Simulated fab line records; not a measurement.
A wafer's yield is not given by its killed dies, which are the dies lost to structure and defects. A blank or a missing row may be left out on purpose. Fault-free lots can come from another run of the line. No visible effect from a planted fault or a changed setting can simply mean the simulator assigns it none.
What tool caused it? ; flow sky130 ; 12 lots with 36 wafers sampled at 6 steps, on a route of 708 steps

== WHAT THE GAUGES READ, wafer by wafer ==
SKY_POLY_GATE_CD_MEAS_13 targets a cd of 150 nm. Usual: cdNm at 150.1 nm, with a standard deviation of 1.3.
lot;measured;on;cdNm (nm);flag
L411;day 16 17:23;cdSem-02;148.8 149.7 150.2;
L413;day 17 11:41;cdSem-02;149.5 149.8 150.2;
L414;day 18 04:17;cdSem-02;151.5 152.5 152.8;
L415;day 18 09:59;cdSem-02;150.1 150.2 150.3;
L416;day 18 15:02;cdSem-02;151.6 151.4 150.4;
L420;day 19 23:09;cdSem-02;149.8 150.8 150.9;
L419;day 20 02:50;cdSem-01;149.2 148.6 149.5;
L421;day 20 03:11;cdSem-02;150.2 151.2 151.2;
L424;day 21 12:32;cdSem-01;149.3 148.2 148.7;
L431;day 24 14:50;cdSem-02;150.6 149.9 149.2;
L432;day 24 21:51;cdSem-01;150.0 149.5 149.1;
L433;day 25 04:41;cdSem-02;149.9 148.9 149.9;

SKY_LI_CONTACT_THK_MEAS_01. Usual: LI_CONTACT_HDPCVD_THK typically reads 934 nm, with standard deviation 11.
lot;measured;on;LI_CONTACT_HDPCVD_THK (nm);flag
L411;day 28 09:26;filmMetro-03;936 931 928;
L413;day 29 02:10;filmMetro-03;926 918 927;
L414;day 29 16:34;filmMetro-03;934 921 925;
L415;day 29 23:21;filmMetro-02;931 928 928;
L416;day 30 03:24;filmMetro-03;937 960 946;
L420;day 31 08:47;filmMetro-04;937 945 935;
L419;day 31 10:16;filmMetro-03;959 952 935;
L421;day 31 12:55;filmMetro-03;942 919 931;
L424;day 32 18:43;filmMetro-02;930 932 940;
L431;day 35 11:03;filmMetro-02;1481 931 1476;OFF
L432;day 35 17:55;filmMetro-02;927 1457 924;OFF
L433;day 36 02:30;filmMetro-02;934 948 933;

SKY_CONTACT_THK_MEAS_03. Usual: CONTACT_HDPCVD_THK typically reads 565 nm, with standard deviation 6.4.
lot;measured;on;CONTACT_HDPCVD_THK (nm);flag
L411;day 30 21:01;filmMetro-04;568 566 570;
L413;day 31 12:58;filmMetro-04;559 563 565;
L414;day 32 02:14;filmMetro-03;560 554 561;
L415;day 32 09:05;filmMetro-03;573 575 568;
L416;day 32 13:37;filmMetro-04;550 565 558;
L420;day 33 18:31;filmMetro-04;568 574 570;
L419;day 33 20:17;filmMetro-03;563 564 562;
L421;day 33 22:28;filmMetro-01;574 560 571;
L424;day 35 02:53;filmMetro-01;562 572 566;
L431;day 37 18:31;filmMetro-04;563 569 569;
L432;day 38 01:41;filmMetro-01;558 561 553;
L433;day 38 09:55;filmMetro-04;561 560 560;

== TOOL THAT RAN EACH LOT (tool first, then ch and the chambers of the sampled wafers, then the start) ==
lot;SKY_LI_CONTACT_HDPCVD_00;SKY_LI_CONTACT_CMP_02;SKY_LOCAL_INTERCONNECT_SPUTTER_00
L411;hdpcvd-01 ch 0,1,2, day 28 09:21;cmp-02 ch 1,2,3, day 28 09:34;pvdSputter-03, day 29 16:02
L413;hdpcvd-02 ch 0,1,2, day 29 02:04;cmp-02 ch 0,2,3, day 29 02:13;pvdSputter-04, day 30 07:46
L414;hdpcvd-02 ch 1,2, day 29 16:27;cmp-01 ch 0,1,2, day 29 16:40;pvdSputter-03, day 30 21:46
L415;hdpcvd-02 ch 0,1,2, day 29 23:15;cmp-01 ch 1,2,3, day 29 23:28;pvdSputter-03, day 31 04:37
L416;hdpcvd-01 ch 0,1,2, day 30 03:18;cmp-01 ch 0,1,3, day 30 03:31;pvdSputter-04, day 31 08:50
L420;hdpcvd-02 ch 0,2, day 31 08:40;cmp-02 ch 0,1,3, day 31 08:50;pvdSputter-02, day 32 14:19
L419;hdpcvd-01 ch 0,1, day 31 10:10;cmp-01 ch 1,2, day 31 10:19;pvdSputter-02, day 32 15:42
L421;hdpcvd-01 ch 0,1,2, day 31 12:49;cmp-01 ch 0,2,3, day 31 13:02;pvdSputter-04, day 32 18:48
L424;hdpcvd-02 ch 0,1, day 32 18:37;cmp-02 ch 0,2,3, day 32 18:46;pvdSputter-04, day 33 22:46
L431;hdpcvd-02 ch 0,2, day 35 10:57;cmp-02 ch 0,2,3, day 35 11:13;pvdSputter-03, day 36 15:22
L432;hdpcvd-02 ch 0,1, day 35 17:48;cmp-01 ch 2,3, day 35 17:58;pvdSputter-03, day 36 22:16
L433;hdpcvd-01 ch 0,1, day 36 02:24;cmp-01 ch 0,2,3, day 36 03:03;pvdSputter-02, day 37 07:02
- SKY_LI_CONTACT_HDPCVD_00: deposits PSG, target thk 930 nm, time 155 s.
- SKY_LI_CONTACT_CMP_02: polishes PSG.
- SKY_LOCAL_INTERCONNECT_SPUTTER_00: material TiN, target thk 100 nm, time 83.3 s.

== WHAT THE TOOLS THEMSELVES READ (means of the sampled wafers that have a number; where no wafer has one, the mark that the record gives instead) ==
SKY_LI_CONTACT_HDPCVD_00. Usual: runLengthS 183.0 s, standard deviation 0.4; sih4FlowSccm 60.03 sccm, standard deviation 0.17.
lot;tool;runLengthS (s);sih4FlowSccm (sccm);flag
L411;hdpcvd-01;182.8;60.02;
L413;hdpcvd-02;183.0;60.12;
L414;hdpcvd-02;183.1;60.13;
L415;hdpcvd-02;183.3;59.85;
L416;hdpcvd-01;182.6;60.03;
L420;hdpcvd-02;183.4;60.03;
L419;hdpcvd-01;182.7;59.89;
L421;hdpcvd-01;182.7;60.12;
L424;hdpcvd-02;183.7;59.94;
L431;hdpcvd-02;242.9;60.15;OFF
L432;hdpcvd-02;213.3;59.92;OFF
L433;hdpcvd-01;182.7;59.95;

SKY_LI_CONTACT_CMP_02. Usual: edgeZonePressureFrac 1.000, standard deviation 0.0047; motorCurrentA 11.9 A, standard deviation 1.2; timeToEndpointS 33 s, standard deviation 3.1.
lot;tool;edgeZonePressureFrac;motorCurrentA (A);timeToEndpointS (s);flag
L411;cmp-02;0.996;12.5;31;
L413;cmp-02;1.001;11.9;33;
L414;cmp-01;1.002;11.3;33;
L415;cmp-01;1.002;11.9;30;
L416;cmp-01;0.999;12.2;35;
L420;cmp-02;1.004;11.8;31;
L419;cmp-01;1.001;11.2;35;
L421;cmp-01;1.004;11.4;32;
L424;cmp-02;1.000;12.4;35;
L431;cmp-02;1.001;12.4;67;OFF
L432;cmp-01;1.000;12.0;49;OFF
L433;cmp-01;1.005;11.5;34;

SKY_LOCAL_INTERCONNECT_SPUTTER_00. Usual: throttleValvePct at 29.9 %, with a standard deviation of 0.89.
lot;tool;throttleValvePct (%);flag
L411;pvdSputter-03;30.1;
L413;pvdSputter-04;29.7;
L414;pvdSputter-03;30.7;
L415;pvdSputter-03;30.6;
L416;pvdSputter-04;29.6;
L420;pvdSputter-02;31.1;
L419;pvdSputter-02;30.0;
L421;pvdSputter-04;29.8;
L424;pvdSputter-04;29.7;
L431;pvdSputter-03;30.8;
L432;pvdSputter-03;30.7;
L433;pvdSputter-02;30.5;

== THE ANSWER, worked out from the rows above alone ==
Rule: a lot is off if the mean of its wafers that have a number lies more than 3 standard deviations from the usual mean. A lot without any number at a reading at which 4 lots or more have one is off too. The other lots that the step has rows for count as sound. Order of review: gauges by route order, followed by the tools' own readings, for which a lot's mean as printed above is used. At the first step where some lot is off, the reading lying furthest off is the one used; lots without a number count as furthest.
Off: L431, L432, at SKY_LI_CONTACT_THK_MEAS_01 (LI_CONTACT_HDPCVD_THK).
A tool fits if, at a process step before that reading, it ran every lot that is off, and no sound lot after the first of them. Not tried: the gauges at SKY_LI_CONTACT_THK_MEAS_01; whatever is off there is also off at SKY_LI_CONTACT_HDPCVD_00, on other tools, and gauge error can't account for it. One fits: SKY_LI_CONTACT_HDPCVD_00 on hdpcvd-02. Its last sound lot is L424 (day 32 18:37), its first lot that is off L431 (day 35 10:57): a fault that began between those two fits.
The tool's own readings at SKY_LI_CONTACT_HDPCVD_00 bear it out: on the lots that are off they differ by more than 5 times the standard deviation of the sound lots' means. runLengthS reads 228.1 s there against 183.0 s on the sound lots.

== WHAT THE SIMULATOR HAD INSERTED ==
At SKY_LI_CONTACT_HDPCVD_00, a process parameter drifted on hdpcvd-02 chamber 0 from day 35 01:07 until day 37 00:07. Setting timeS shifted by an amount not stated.
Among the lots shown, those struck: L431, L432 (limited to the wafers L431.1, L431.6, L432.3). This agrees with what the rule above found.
